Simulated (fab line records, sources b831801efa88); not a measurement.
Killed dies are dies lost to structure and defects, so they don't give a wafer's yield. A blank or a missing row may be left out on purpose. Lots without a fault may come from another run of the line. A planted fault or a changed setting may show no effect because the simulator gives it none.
Which tool did it? | flow sky130 | 13 lots, 39 wafers sampled, at 5 steps of a route of 708

WHAT THE GAUGES READ, wafer by wafer
SKY_POLY_GATE_THK_MEAS_21.
lot  | measured     | on            | POLY_GATE_OXIDATION_THK (nm)
L716 | day 17 18:20 | film_metro-01 | 4.12 4.22 4.11
L717 | day 18 03:47 | film_metro-01 | 4.03 3.96 4.09
L719 | day 18 22:13 | film_metro-03 | 4.26 4.07 4.07
L720 | day 19 06:37 | film_metro-04 | 4.03 4.19 4.11
L722 | day 19 19:53 | film_metro-01 | 4.03 4.02 3.98
L728 | day 22 01:08 | film_metro-04 | 4.19 4.18 4.16
L729 | day 22 03:56 | film_metro-03 | 4.17 4.24 4.26
L730 | day 22 18:45 | film_metro-04 | 4.13 4.15 4.23
L731 | day 23 02:04 | film_metro-01 | 4.17 4.19 4.14
L732 | day 23 13:02 | film_metro-03 | 4.19 4.25 4.30
L733 | day 23 20:42 | film_metro-03 | 4.17 4.26 4.12
L734 | day 24 02:08 | film_metro-01 | 4.17 4.21 4.13
L735 | day 24 14:20 | film_metro-04 | 4.21 4.24 4.22

SKY_POLY_GATE_CD_MEAS_22.
lot  | measured     | on        | cd_nm (nm)
L716 | day 17 18:25 | cd_sem-02 | 148.0 146.0 147.0
L717 | day 18 03:50 | cd_sem-01 | 151.8 153.1 154.4
L719 | day 18 22:19 | cd_sem-01 | 149.4 148.3 144.3
L720 | day 19 06:40 | cd_sem-02 | 153.9 154.3 155.8
L722 | day 19 20:01 | cd_sem-02 | 149.8 149.9 146.9
L728 | day 22 01:11 | cd_sem-02 | 148.6 149.2 148.5
L729 | day 22 04:01 | cd_sem-02 | 146.6 147.4 145.9
L730 | day 22 18:51 | cd_sem-02 | 147.3 151.2 151.8
L731 | day 23 02:09 | cd_sem-02 | 148.5 150.2 145.4
L732 | day 23 13:07 | cd_sem-02 | 149.3 151.1 149.8
L733 | day 23 20:46 | cd_sem-02 | 154.4 153.1 150.8
L734 | day 24 02:14 | cd_sem-02 | 149.8 151.2 151.6
L735 | day 24 14:25 | cd_sem-01 | 150.9 153.7 147.5

SKY_LDD_P_TW_MEAS_11.
lot  | measured     | on            | LDD_P_TW
L716 | day 20 09:32 | film_metro-02 | 636 636 639
L717 | day 20 18:59 | film_metro-01 | 637 636 637
L719 | day 21 14:58 | film_metro-02 | 635 637 634
L720 | day 21 21:35 | film_metro-03 | 592 592 592
L722 | day 22 12:01 | film_metro-01 | 604 600 607
L728 | day 24 15:47 | film_metro-03 | 644 644 641
L729 | day 24 17:48 | film_metro-02 | 637 635 636
L730 | day 25 08:36 | film_metro-03 | 643 640 643
L731 | day 25 15:32 | film_metro-03 | 643 639 642
L732 | day 26 02:11 | film_metro-02 | 635 636 638
L733 | day 26 08:23 | film_metro-01 | 644 643 644
L734 | day 26 15:09 | film_metro-02 | 634 635 635
L735 | day 27 02:05 | film_metro-02 | 633 633 640

SKY_LDD_HVP_TW_MEAS_10.
lot  | measured     | on            | LDD_HVP_TW
L716 | day 22 23:34 | film_metro-02 | 456.1 453.9 458.2
L717 | day 23 09:19 | film_metro-02 | 458.0 458.2 456.5
L719 | day 24 04:37 | film_metro-04 | 454.2 454.5 454.6
L720 | day 24 10:45 | film_metro-04 | 455.1 455.0 455.7
L722 | day 25 00:38 | film_metro-04 | 457.1 460.3 456.6
L728 | day 27 02:48 | film_metro-02 | 458.6 455.8 458.9
L729 | day 27 04:16 | film_metro-03 | 461.9 462.0 460.2
L730 | day 27 19:14 | film_metro-02 | 454.5 453.9 455.7
L731 | day 28 01:46 | film_metro-03 | 460.1 458.5 459.5
L732 | day 28 12:29 | film_metro-04 | 456.5 457.5 457.8
L733 | day 28 17:25 | film_metro-03 | 461.3 460.0 462.0
L734 | day 29 00:37 | film_metro-02 | 456.6 456.8 454.2
L735 | day 29 09:43 | film_metro-02 | 455.0 451.8 452.0

WHICH TOOL RAN EACH LOT (tool, then ch and the chambers of the sampled wafers, then the start)
lot  | SKY_LDD_P_IMPLANT_09
L716 | implanter-04 ch 0, day 20 09:18
L717 | implanter-03 ch 0, day 20 18:44
L719 | implanter-04 ch 0, day 21 14:44
L720 | implanter-01 ch 0, day 21 21:20
L722 | implanter-01 ch 0, day 22 11:48
L728 | implanter-01 ch 0, day 24 15:32
L729 | implanter-04 ch 0, day 24 17:34
L730 | implanter-01 ch 0, day 25 08:23
L731 | implanter-01 ch 0, day 25 15:19
L732 | implanter-04 ch 0, day 26 01:57
L733 | implanter-04 ch 0, day 26 08:08
L734 | implanter-01 ch 0, day 26 14:56
L735 | implanter-03 ch 0, day 27 01:52
- SKY_LDD_P_IMPLANT_09

WHAT THE TOOLS THEMSELVES READ (means of the sampled wafers that have a number; where no wafer has one, the mark that the record gives instead)
SKY_LDD_P_IMPLANT_09.
lot  | tool         | end_station_pressure_torr (Torr)
L716 | implanter-04 | 5.00e-06
L717 | implanter-03 | 4.87e-06
L719 | implanter-04 | 4.86e-06
L720 | implanter-01 | 5.20e-06
L722 | implanter-01 | 4.90e-06
L728 | implanter-01 | 5.14e-06
L729 | implanter-04 | 5.07e-06
L730 | implanter-01 | 5.04e-06
L731 | implanter-01 | 5.00e-06
L732 | implanter-04 | 5.04e-06
L733 | implanter-04 | 4.90e-06
L734 | implanter-01 | 4.98e-06
L735 | implanter-03 | 4.91e-06

THE ANSWER, worked out from the rows above alone
Rule: what is usual is taken from the lots themselves. Put in order of their means at a reading, lots are off if they are a third of the lots or fewer, leave a main group of 4 or more, and stand apart from it by a gap of 3 or more times the standard deviation of the main group's means; of several such gaps the widest counts. A main group whose means are all the same, to the digits that the tables above print for the reading, isn't used. A lot without any number at a reading at which 4 lots or more have one is off too. The other lots that the step has rows for count as sound. The gauges are gone through in route order, then the tools' own readings, and for those a lot's mean is taken as printed above. The first step at which some lot is off is used, and at that step the reading that is off furthest; a lot without a number counts as furthest.
Off: L720, L722, at SKY_LDD_P_TW_MEAS_11 (LDD_P_TW). The main group: mean 638, standard deviation 3.3.
A tool fits if, at a process step before that reading, it ran every lot that is off, and no sound lot after the first of them. The gauges at SKY_LDD_P_TW_MEAS_11 are tried like those tools. None of those tried fits.

WHAT THE SIMULATOR HAD PUT IN
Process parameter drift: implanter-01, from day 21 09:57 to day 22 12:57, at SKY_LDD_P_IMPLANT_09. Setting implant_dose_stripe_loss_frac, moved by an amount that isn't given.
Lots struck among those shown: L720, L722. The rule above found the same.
